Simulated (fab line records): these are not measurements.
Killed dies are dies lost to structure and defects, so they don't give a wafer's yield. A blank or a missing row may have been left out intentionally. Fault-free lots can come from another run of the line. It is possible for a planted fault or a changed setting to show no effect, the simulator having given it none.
Struck lot and sound lot, side by side + flow sky130 + 24 out of 708 route steps
Sound: the wafers L483.2, L483.3, L483.6. Struck: wafer L488.6. (L488.1 of the same lot was not struck and is left out.) The cause comes at the end.
Order at every step that has rows: each side's tool, ch and its chambers, its first start. Under that, the readings that differ: sound wafers + struck wafers + difference of the means + sigmas: that difference in standard deviations of wafers without a fault.
alike: a reading whose means differ by less than 2 such deviations, as well as words and numbers matching on both sides. not compared: withheld readings; readings where some wafer has no value; bounds like >300 that might hide an equal value; numbers whose values overlap and for which the record gives no deviation.
Wherever a step has rows on one side only, a row that says differs or no value, or a row with sigmas, the two part there. When numbers do not overlap yet have no deviation, they are printed without sigmas and do not part them. A reading missing from all wafers of one side parts the sides only when that side holds two or more wafers.

first, 2 steps without rows for these wafers: SKY_SONOS_TUNNEL_WET_ETCH_10 (etches SiO2 in dHF, target depth 14 nm, time 280 s); SKY_SONOS_TUNNEL_STRIP_11 (strips in SPM, time 600 s).
SKY_SONOS_TUNNEL_TW_MEAS_12:
  sound: filmMetro-03 at day 11 10:01; struck: filmMetro-04 at day 13 01:03
  alike: SONOS_TUNNEL_TW
then, 2 steps without rows for these wafers: SKY_SONOS_TUNNEL_CLEAN_13 (cleans in dHF, time 20 s); SKY_SONOS_ONO_OXIDATION_00 (stabilise 600 s, purge 300 s, target thk 2.6 nm).
SKY_SONOS_ONO_THK_MEAS_01:
  sound: filmMetro-04 at day 11 11:40; struck: filmMetro-03 at day 13 02:54
  alike: SONOS_ONO_OXIDATION_THK
then, 1 step without rows for these wafers: SKY_SONOS_ONO_CVD_02 (deposits Si3N4 from DCS/NH3, target thk 10.5 nm, time 180 s).
SKY_SONOS_ONO_THK_MEAS_03:
  sound: filmMetro-04 at day 11 12:47; struck: filmMetro-03 at day 13 04:53
  alike: SONOS_ONO_CVD_02_THK
then, 1 step without rows for these wafers: SKY_SONOS_ONO_CVD_04 (deposits SiO2 from SiH4/N2O, target thk 5.7199 nm).
SKY_SONOS_ONO_THK_MEAS_05:
  sound: filmMetro-03 at day 11 14:05; struck: filmMetro-04 at day 13 06:11
  alike: SONOS_ONO_CVD_04_THK
then, 2 steps without rows for these wafers: SKY_SONOS_ONO_DEHYDRATE_06 (time 60 s); SKY_SONOS_ONO_HMDS_07 (prime time 60 s).
SKY_SONOS_ONO_COAT_08: resist thk 1140 nm.
  sound on lithoTrack-02 ch 0, day 12 01:45; struck on lithoTrack-01 ch 0, day 13 19:07
| reading                                       | sound             | struck | difference | sigmas |
|-----------------------------------------------|-------------------|--------|------------|--------|
| resistLineTempC (C)                           | 23.08 23.02 23.11 | 22.80  | -0.27      | -2     |
| model.NOVOLAK_of_SONOS_ONO_COAT_08.thkNm (nm) | 1147 1151 1150    | 1100   | -49        |        |
  alike: chillPlateTempC
then, 4 steps without rows for these wafers: SKY_SONOS_ONO_SOFTBAKE_09 (time 60 s); SKY_SONOS_ONO_EXPOSE_10 (exposes mask ONOM, target cd 410 nm); SKY_SONOS_ONO_PEB_11; SKY_SONOS_ONO_DEVELOP_12 (develop time 60 s).
SKY_SONOS_ONO_CD_MEAS_13: target cd 410 nm.
  sound: cdSem-02 at day 12 13:53; struck: cdSem-02 at day 14 06:41
| reading   | sound             | struck | difference | sigmas |
|-----------|-------------------|--------|------------|--------|
| cdNm (nm) | 414.8 414.2 413.5 | 404.8  | -9.4       | -4     |
SKY_SONOS_ONO_OVL_MEAS_14:
  sound: overlay-02 at day 12 14:00; struck: overlay-02 at day 14 06:48
  alike: SONOS_ONO_OVL
SKY_SONOS_ONO_ETCH_15: etches the open film in CHF3/O2, target depth 19.52 nm, time 7.8 s.
  sound on rieDiel-04 ch 1,2,3, day 12 14:02; struck on rieDiel-02 ch 3, day 14 06:50
| reading                                       | sound           | struck | difference | sigmas |
|-----------------------------------------------|-----------------|--------|------------|--------|
| model.NOVOLAK_of_SONOS_ONO_COAT_08.thkNm (nm) | 1130 1135 1134  | 1084   | -49        |        |
| model.SONOS_ONO.cdNm (nm)                     | 415 414.2 413.2 | 404.9  | -9.2       |        |
  alike: O2_flow_sccm, chf3FlowSccm, drypumpMotorCurrentA, oesProductAu, throttleValvePct
  not compared: rfHoursCounterH
then, 1 step without rows for these wafers: SKY_SONOS_ONO_WET_ETCH_16 (etches SiO2 in dHF, target depth 14 nm, time 280 s).
SKY_SONOS_ONO_STRIP_17: strips in O2/N2.
  sound on plasmaAsher-02 ch 0,1, day 12 14:08; struck on plasmaAsher-01 ch 1, day 14 06:57
| reading                  | sound             | struck | difference | sigmas |
|--------------------------|-------------------|--------|------------|--------|
| stripTimeToEndpointS (s) | 14.18 14.23 14.22 | 13.62  | -0.59      | -16    |
  alike: drypumpMotorCurrentA, oesProductAu
  not compared: rfHoursCounterH
then, 1 step without rows for these wafers: SKY_SONOS_ONO_WET_ETCH_18 (etches Si3N4 in H3PO4, target depth 15 nm, time 172 s).
SKY_PAD_OPEN_PROBE_99:
  the record has rows for the sound wafers here (prober-02, day 45 12:12) and none for the struck ones

## WHERE THEY PART
Last at SKY_PAD_OPEN_PROBE_99 as far as this record goes, first at SKY_SONOS_ONO_COAT_08.

WHY: what the simulator had put in
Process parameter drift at SKY_SONOS_ONO_COAT_08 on lithoTrack-01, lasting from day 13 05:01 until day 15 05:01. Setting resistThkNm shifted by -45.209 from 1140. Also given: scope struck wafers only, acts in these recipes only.
